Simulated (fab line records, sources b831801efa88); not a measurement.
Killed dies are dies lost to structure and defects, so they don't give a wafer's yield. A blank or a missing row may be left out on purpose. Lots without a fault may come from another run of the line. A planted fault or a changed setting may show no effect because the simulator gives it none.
fab line records | flow sky130
record lots=11 wafers=33 last_day=49
route steps=708 shown LI_CONTACT@364 LOCAL_INTERCONNECT@398 CONTACT@431 METAL1@435
lots that met no fault: from a run of the same line without faults
start_h: hours from the record's first day to the start of the lot's first wafer shown | wait_h: hours since the lot's step before | " the same as in the row above | L1.1+2: a row that stands for several wafers | - no value, or no start given | * or withheld: withheld | < > ~ a bound
route shown NAME@n: a module of which the file shows steps, and the number in the route of the first | usual: mean/standard deviation of fault-free wafers | same: alike in all rows | chamber/n: place in a boat | sites: the reading at each site | _std_site: their standard deviation | _edge_site: outer sites' mean less inner sites' | radius_mm: how far each site lies from the wafer's centre | mask NAME#n: copy n | behind: the tool/chamber that last shaped the wafer | hold: why the lot was held/for how many hours/how that ended | device: the transistor (n, p or np) that didn't switch | end of line: the same wafers' tests at the end of the route | a step without rows: its recipe alone | killed: dies lost to structure and defects at the first sort, not the wafer's yield | map: a wafer's dies, x killed, . not, _ none there
set.NAME: the setting as run; set.NAME@STEP: as run at that earlier step | model.NAME: the simulator's own value behind a step, which no gauge read
steps of the route over a sample of lots; a table a step, a row a wafer
services: from which hour (start_h, from the record's first day; less than 0 if before it) a tool's chamber was out of use, for how many hours, and why
## steps
# step SKY_LI_CONTACT_CMP_02
# recipe material=PSG down_force_psi=4 platen_rpm=60 pad_velocity_m_s=0.94248
# usual motor_current_A=11.7/0.75 slurry_flow_ml_min=150.1/0.43 time_to_endpoint_s=32.7/2.6
# columns lot.wafer tool chamber start_h wait_h motor_current_A slurry_flow_ml_min time_to_endpoint_s
L295.2 cmp-01 0 664.77 0.1 10.1 150.1 31.9
L295.1 " 2 " " 11.5 149.9 32.7
L295.6 " 0 " " 10.7 149.8 34.4
L298.3 cmp-02 1 689.59 2.5 11.8 149.6 33.1
L298.5 " 1 " " 12.3 149.7 30.7
L298.6 " 2 " " 12.5 150.5 28.6
L299.2 cmp-01 2 707.42 0.1 12.0 149.7 34.1
L299.1 " 3 " " 12.3 150.6 30.0
L299.6 " 0 " " 10.0 149.9 36.6
L303.2 cmp-01 1 739.50 0.0 11.4 149.8 32.0
L303.1 " 2 " " 11.8 150.0 29.1
L303.5 " 1 " " 11.2 149.7 33.5
L305.1 cmp-01 0 744.91 0.5 9.9 149.9 33.4
L305.4 " 3 " " 12.1 150.2 30.0
L305.6 " 0 " " 10.6 149.8 34.1
L306.4 cmp-02 0 752.22 0.1 12.0 150.2 33.8
L306.3 " 1 " " 12.1 149.5 33.8
L306.6 " 2 " " 13.2 150.3 30.0
L309.3 cmp-01 2 770.17 0.0 11.6 150.5 33.6
L309.2 " 0 " " 10.9 150.6 38.7
L309.1 " 1 " " 11.2 150.1 34.1
L308.2 cmp-02 0 772.02 0.1 11.4 150.4 31.8
L308.6 " 3 " " 12.5 150.4 32.3
L308.5 " 0 " " 11.3 149.6 33.5
L310.4 cmp-01 2 773.77 0.0 11.6 150.0 38.3
L310.3 " 3 " " 11.8 149.3 36.3
L310.6 " 2 " " 11.7 150.5 36.8
L311.3 cmp-01 2 786.37 0.1 11.3 149.7 36.6
L311.2 " 3 " " 12.1 149.7 36.7
L311.5 " 1 " " 10.7 150.7 40.1
L312.4 cmp-02 1 789.57 0.1 11.5 150.1 38.3
L312.1 " 2 " " 11.9 150.1 30.3
L312.5 " 0 " " 11.9 150.3 33.0
# step SKY_LI_CONTACT_BOW_MEAS_03
# recipe mode=bow
# usual LI_CONTACT_BOW=55/7.1
# columns lot.wafer tool chamber start_h wait_h hold LI_CONTACT_BOW[um]
L295.1 film_metro-02 - 665.02 0.1 - 49
L295.2 " - " " - 51
L295.6 " - " " - 59
L298.3 film_metro-02 - 689.93 0.3 - 50
L298.5 " - " " - 52
L298.6 " - " " - 57
L299.1 film_metro-03 - 707.62 0.1 - 62
L299.2 " - " " - 62
L299.6 " - " " - 66
L303.1 film_metro-02 - 739.80 0.2 - 56
L303.2 " - " " - 52
L303.5 " - " " - 45
L305.1 film_metro-02 - 745.21 0.2 - 60
L305.4 " - " " - 54
L305.6 " - " " - 53
L306.3 film_metro-02 - 752.46 0.1 - 59
L306.4 " - " " - 64
L306.6 " - " " - 50
L309.1 film_metro-02 - 770.47 0.1 - 59
L309.2 " - " " - 55
L309.3 " - " " - 47
L308.2 film_metro-04 - 772.29 0.2 - 52
L308.5 " - " " - 60
L308.6 " - " " - 54
L310.3 film_metro-04 - 774.11 0.2 await_dispo/0.2h/release 50
L310.4 " - " " await_dispo/0.2h/release 53
L310.6 " - " " await_dispo/0.2h/release 52
L310.3 film_metro-04 - 774.42 0.3 - -
L310.4 " - " " - -
L310.6 " - " " - -
L311.2 film_metro-02 - 786.64 0.2 await_dispo/0.2h/release 54
L311.3 " - " " await_dispo/0.2h/release 36
L311.5 " - " " await_dispo/0.2h/release 53
L311.2 film_metro-02 - 786.93 0.3 - -
L311.3 " - " " - -
L311.5 " - " " - -
L312.1 film_metro-03 - 789.82 0.1 - 62
L312.4 " - " " - 63
L312.5 " - " " - 54
# step SKY_LI_CONTACT_ETCH_15
# recipe target=PSG chemistry=C4F8/O2/Ar stop_on=Si taper_deg=4.15 mask_material=KrF-thick source_w=1500 bias_w=1200 pressure_mtorr=40 c4f8_flow_sccm=withheld O2_flow_sccm=6 Ar_flow_sccm=300 time_s=withheld target_depth_a=6000
# usual oes_product_au=0.837/0.0048
# columns lot.wafer tool chamber start_h wait_h oes_product_au
L295.1 rie_diel-02 1 694.18 0.0 0.833
L295.2 " 2 " " 0.840
L295.6 " 2 " " 0.833
L298.3 rie_diel-01 3 717.83 0.0 0.838
L298.5 " 0 " " 0.843
L298.6 " 3 " " 0.842
L299.1 rie_diel-02 1 736.17 0.0 0.845
L299.2 " 3 " " 0.839
L299.6 " 2 " " 0.836
L303.1 rie_diel-01 0 768.51 0.0 0.841
L303.2 " 2 " " 0.841
L303.5 " 0 " " 0.834
L305.1 rie_diel-01 2 772.76 0.0 0.841
L305.4 " 1 " " 0.832
L305.6 " 3 " " 0.829
L306.3 rie_diel-01 2 779.59 0.0 0.842
L306.4 " 0 " " 0.834
L306.6 " 1 " " 0.826
L309.1 rie_diel-02 3 798.09 0.0 0.841
L309.2 " 2 " " 0.844
L309.3 " 1 " " 0.836
L308.2 rie_diel-02 2 799.24 0.0 0.838
L308.5 " 1 " " 0.833
L308.6 " 0 " " 0.833
L310.3 rie_diel-01 3 800.81 0.0 0.792
L310.4 " 0 " " 0.796
L310.6 " 3 " " 0.785
L311.2 rie_diel-01 3 813.86 0.0 0.794
L311.3 " 1 " " 0.789
L311.5 " 1 " " 0.796
L312.1 rie_diel-02 0 817.71 0.0 0.832
L312.4 " 1 " " 0.839
L312.5 " 1 " " 0.844
# step SKY_LOCAL_INTERCONNECT_CD_MEAS_11
# recipe target_cd_nm=170
# usual cd_nm=170.7/1.4
# columns lot.wafer tool chamber start_h wait_h cd_nm
L295.1 cd_sem-02 - 723.84 - 170.6
L295.2 " - " " 169.4
L295.6 " - " " 169.0
L298.3 cd_sem-02 - 746.03 - 172.1
L298.5 " - " " 170.9
L298.6 " - " " 170.4
L299.1 cd_sem-02 - 765.19 - 170.9
L299.2 " - " " 171.8
L299.6 " - " " 172.0
L303.1 cd_sem-02 - 796.64 - 172.1
L303.2 " - " " 172.2
L303.5 " - " " 173.4
L305.1 cd_sem-02 - 801.04 - 171.1
L305.4 " - " " 172.1
L305.6 " - " " 170.3
L306.3 cd_sem-01 - 808.23 - 172.1
L306.4 " - " " 170.5
L306.6 " - " " 171.2
L309.1 cd_sem-02 - 826.69 - 172.8
L309.2 " - " " 172.4
L309.3 " - " " 171.6
L308.2 cd_sem-02 - 827.66 - 169.9
L308.5 " - " " 168.8
L308.6 " - " " 169.5
L310.3 cd_sem-02 - 829.18 - 171.7
L310.4 " - " " 170.5
L310.6 " - " " 171.9
L311.2 cd_sem-02 - 841.94 - 169.7
L311.3 " - " " 170.6
L311.5 " - " " 170.9
L312.1 cd_sem-01 - 845.79 - 171.9
L312.4 " - " " 172.1
L312.5 " - " " 172.6
# step SKY_CONTACT_RS_MEAS_25
# recipe thk_meas_gauge=four-point-probe reads=W_of_CONTACT_CVD_24+TiN_of_CONTACT_SPUTTER_23
# usual CONTACT_W_RS=0.337/0.0043
# columns lot.wafer tool chamber start_h wait_h CONTACT_W_RS[ohm/sq]
L295.1 film_metro-03 - 753.49 0.1 0.340
L295.2 " - " " 0.337
L295.6 " - " " 0.339
L298.3 film_metro-01 - 775.86 0.1 0.333
L298.5 " - " " 0.332
L298.6 " - " " 0.338
L299.1 film_metro-02 - 795.23 0.1 0.340
L299.2 " - " " 0.335
L299.6 " - " " 0.342
L303.1 film_metro-02 - 826.85 0.2 0.332
L303.2 " - " " 0.333
L303.5 " - " " 0.336
L305.1 film_metro-03 - 830.78 0.2 0.341
L305.4 " - " " 0.338
L305.6 " - " " 0.338
L306.3 film_metro-02 - 836.78 0.1 0.339
L306.4 " - " " 0.341
L306.6 " - " " 0.338
L309.1 film_metro-02 - 856.83 0.1 0.333
L309.2 " - " " 0.337
L309.3 " - " " 0.337
L308.2 film_metro-01 - 857.96 0.1 0.345
L308.5 " - " " 0.341
L308.6 " - " " 0.341
L310.3 film_metro-02 - 859.25 0.1 0.332
L310.4 " - " " 0.336
L310.6 " - " " 0.332
L311.2 film_metro-01 - 871.17 0.1 0.330
L311.3 " - " " 0.332
L311.5 " - " " 0.337
L312.1 film_metro-02 - 875.34 0.1 0.330
L312.4 " - " " 0.336
L312.5 " - " " 0.336
# step SKY_METAL1_SPUTTER_01
# recipe material=TiN target_thk_nm=20 power_w=6500 time_s=16.7 chamber_pressure_pa=0.4
# usual throttle_valve_pct=30.1/1.1
# columns lot.wafer tool chamber start_h wait_h throttle_valve_pct
L295.1 pvd_sputter-02 - 753.99 0.0 30.0
L295.2 " - " " 30.1
L295.6 " - " " 30.1
L298.3 pvd_sputter-01 - 776.32 0.0 28.3
L298.5 " - " " 30.0
L298.6 " - " " 28.4
L299.1 pvd_sputter-02 - 795.73 0.0 29.8
L299.2 " - " " 29.6
L299.6 " - " " 30.9
L303.1 pvd_sputter-01 - 827.36 0.0 27.7
L303.2 " - " " 30.3
L303.5 " - " " 28.4
L305.1 pvd_sputter-04 - 831.28 0.0 30.6
L305.4 " - " " 29.7
L305.6 " - " " 30.4
L306.3 pvd_sputter-02 - 837.46 0.0 30.9
L306.4 " - " " 29.7
L306.6 " - " " 29.7
L309.1 pvd_sputter-02 - 857.73 0.0 29.7
L309.2 " - " " 29.8
L309.3 " - " " 31.0
L308.2 pvd_sputter-01 - 859.02 0.0 28.3
L308.5 " - " " 30.0
L308.6 " - " " 30.4
L310.3 pvd_sputter-04 - 859.71 0.0 30.5
L310.4 " - " " 29.5
L310.6 " - " " 32.5
L311.2 pvd_sputter-02 - 871.65 0.0 30.0
L311.3 " - " " 29.9
L311.5 " - " " 29.7
L312.1 pvd_sputter-02 - 875.84 0.0 30.9
L312.4 " - " " 30.0
L312.5 " - " " 29.9
## services
# columns tool chamber start_h hours kind
cmp-02 - 653.47 0.2 repair
cmp-02 - 658.15 0.4 repair
cmp-02 - 658.55 8.2 pm
cmp-01 - 686.30 4.0 pm
pvd_sputter-01 - 694.35 2.2 repair
pvd_sputter-01 - 710.75 8.4 repair
cmp-02 - 711.32 4.3 repair
pvd_sputter-01 - 719.05 0.9 repair
rie_diel-01 - 729.33 0.5 repair
rie_diel-02 3 740.15 5.8 repair
rie_diel-02 0 741.32 4.7 repair
cmp-02 - 744.00 4.0 pm
cmp-01 - 759.02 2.1 repair
cmp-01 - 784.23 1.7 repair
rie_diel-01 - 795.44 0.2 repair
rie_diel-01 2 797.60 1.7 repair
rie_diel-02 - 814.61 1.0 repair
cmp-02 - 817.50 8.1 pm
cmp-01 - 819.18 3.8 repair
rie_diel-02 - 823.32 44.5 repair
cmp-01 - 836.62 0.8 repair
rie_diel-02 2 837.89 7.0 repair
cmp-01 - 856.57 7.6 pm
rie_diel-01 2 874.73 5.6 repair
## key
first_sign step=SKY_LI_CONTACT_CMP_02 reading=time_to_endpoint_s direction=up sigmas=1.8 usual=* struck=*
effect step=SKY_LI_CONTACT_BOW_MEAS_03 reading=visit direction=added
effect step=SKY_LI_CONTACT_ETCH_15 reading=oes_product_au direction=down sigmas=9.4 usual=0.837 struck=0.792
met_at SKY_LI_CONTACT_CMP_02
struck_lots L310,L311
tester_left_out L310,L311
not_acting_at SKY_LOCAL_INTERCONNECT_CD_MEAS_11,SKY_CONTACT_RS_MEAS_25,SKY_METAL1_SPUTTER_01
onset_between 770.17 773.77
fault kind=process_parameter_drift tool=cmp-01 chamber=- onset_h=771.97 steps=SKY_LI_CONTACT_CMP_02 channel=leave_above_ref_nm offset=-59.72 shape=step end_h=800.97 acts_in=these_recipes_only stated=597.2
# tester_left_out: of these lots the tester's yield and bins aren't shown, on N5 and GAA mostly nor the transistor test; their killed dies are dies lost to structure and defects alone, not to doping, threshold or leakage, so they don't give the yield
